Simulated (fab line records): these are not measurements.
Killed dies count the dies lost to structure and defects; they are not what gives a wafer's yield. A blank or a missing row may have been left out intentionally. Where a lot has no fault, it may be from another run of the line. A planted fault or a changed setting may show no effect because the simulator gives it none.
A lot that was struck, set against a sound lot / flow sky130 / 21 steps out of a route of 708
Sound: these wafers, L729.1, L729.3, L729.6. The struck wafers were L740.2, L740.5, L740.6. At the end, the cause is stated.
Order at every step that has rows: each side's tool, ch and its chambers, its first start. Under that, the readings that differ: sound wafers / struck wafers / difference of the means / sigmas: that difference in standard deviations of wafers without a fault.
alike: same words and numbers on both sides, and readings whose means sit less than 2 such deviations apart. not compared: any withheld reading, any reading some wafer has no value for, any bound like >300 that may hide the same value, and any number with overlapping values for which the record gives no deviation.
Wherever a step has rows on one side only, a row that says differs or no value, or a row with sigmas, the two part there. Numbers that have no deviation but don't overlap get no sigmas and don't part them. Lack of a reading on every wafer of one side parts them only where that side has two or more wafers.

first, 1 step without rows for these wafers: SKY_FIELD_ISO_CVD_24 (deposits SiO2, target thk 595 nm, time 99.2 s).
SKY_FIELD_ISO_THK_MEAS_25:
  struck on film-metro-02, day 6 10:21; sound on film-metro-04, day 4 00:47
reading=FIELD_ISO_CVD_24_THK (nm); sound=603 597 607; struck=592 594 586; difference=-12; sigmas=-2
then, 1 step without rows for these wafers: SKY_FIELD_ISO_ANNEAL_26 (time 1800 s).
SKY_FIELD_ISO_CMP_27: polishes, stops on Si3N4, t overpolish 16 s, target thk 457.8 nm.
  sound on cmp-02 ch 2,3, day 4 03:35; struck on cmp-02 ch 0,3, day 6 11:57
  alike: motor-current-A, overpolish-run-s, time-to-endpoint-s
then, 5 steps without rows for these wafers: SKY_FIELD_ISO_WET_ETCH_28 (etches SiO2 in dHF, target depth 23.7 nm, time 47 s); SKY_FIELD_ISO_WET_ETCH_29 (etches Si3N4 in H3PO4, target depth 160 nm, time 1825 s); SKY_FIELD_ISO_WET_ETCH_30 (etches SiO2 in dHF, target depth 25 nm, time 50 s); SKY_NWELL_CLEAN_00 (cleans in SC1/SC2, time 150 s); SKY_NWELL_OXIDATION_01 (stabilise 600 s, purge 300 s, target thk 10 nm).
SKY_NWELL_THK_MEAS_02:
  struck on film-metro-03, day 6 14:39; sound on film-metro-04, day 4 06:20
  alike: NWELL_OXIDATION_THK
then, 2 steps without rows for these wafers: SKY_DNWELL_DEHYDRATE_00 (time 60 s); SKY_DNWELL_HMDS_01 (prime time 60 s).
SKY_DNWELL_COAT_02: resist thk 3000 nm.
  sound on litho-track-01 ch 0, day 4 14:36; struck on litho-track-03 ch 0, day 6 23:44
reading=model.coat_of_DNWELL_COAT_02.thk-nm (nm); sound=3016 3014 3015; struck=3126 3132 3130; difference=+114; sigmas=
then, 3 steps without rows for these wafers: SKY_DNWELL_SOFTBAKE_03; SKY_DNWELL_EXPOSE_04 (exposes mask DNM, target cd 3000 nm); SKY_DNWELL_PEB_05.
SKY_DNWELL_DEVELOP_06: develop time 60 s.
  sound: litho-track-01 ch 0; struck: litho-track-03 ch 0
reading=model.coat_of_DNWELL_COAT_02.thk-nm (nm); sound=3011 3010 3011; struck=3122 3128 3126; difference=+115; sigmas=
after that, 1 step had no rows for these wafers: SKY_DNWELL_IMPLANT_07.
SKY_DNWELL_STRIP_08: strips in O2/N2.
  sound on plasma-asher-04 ch 0,1, day 4 23:45; struck on plasma-asher-03 ch 0,1, day 7 10:14
reading=strip-time-to-endpoint-s (s); sound=37.08 37.08 37.09; struck=38.37 38.44 38.42; difference=+1.33; sigmas=+13
  alike: drypump-motor-current-A, oes-product-au
  not compared: rf-hours-counter-h
SKY_DNWELL_TW_MEAS_09:
  struck on film-metro-03, day 7 10:20; sound on film-metro-01, day 4 23:51
  alike: DNWELL_TW
-- the record jumps here: 43 days lie between the struck wafers' starts before and after (it left off in module DNWELL and takes up again in module PAD_OPEN, whose first step shown is number 708 of the route) --
SKY_PAD_OPEN_PROBE_99:
  struck on prober-02, day 50 08:33; sound on prober-01, day 48 00:14
reading=model.etest.res-deep-nwell.width-nm (nm); sound=2999 2993 2999; struck=2967 2960 2964; difference=-33; sigmas=
  alike: killed_at_M0_to_M3, killed_at_M4_up, killed-at-contacts, killed-at-front-end, killed-at-other, killed-dies, killed-on-rim, killed-open, killed-short

WHERE THEY PART
At SKY_FIELD_ISO_THK_MEAS_25 first; at SKY_DNWELL_STRIP_08 last (within this record only). Later steps at which nothing parts them and some readings are alike: SKY_DNWELL_TW_MEAS_09, SKY_PAD_OPEN_PROBE_99.

WHY: what had been put in by the simulator
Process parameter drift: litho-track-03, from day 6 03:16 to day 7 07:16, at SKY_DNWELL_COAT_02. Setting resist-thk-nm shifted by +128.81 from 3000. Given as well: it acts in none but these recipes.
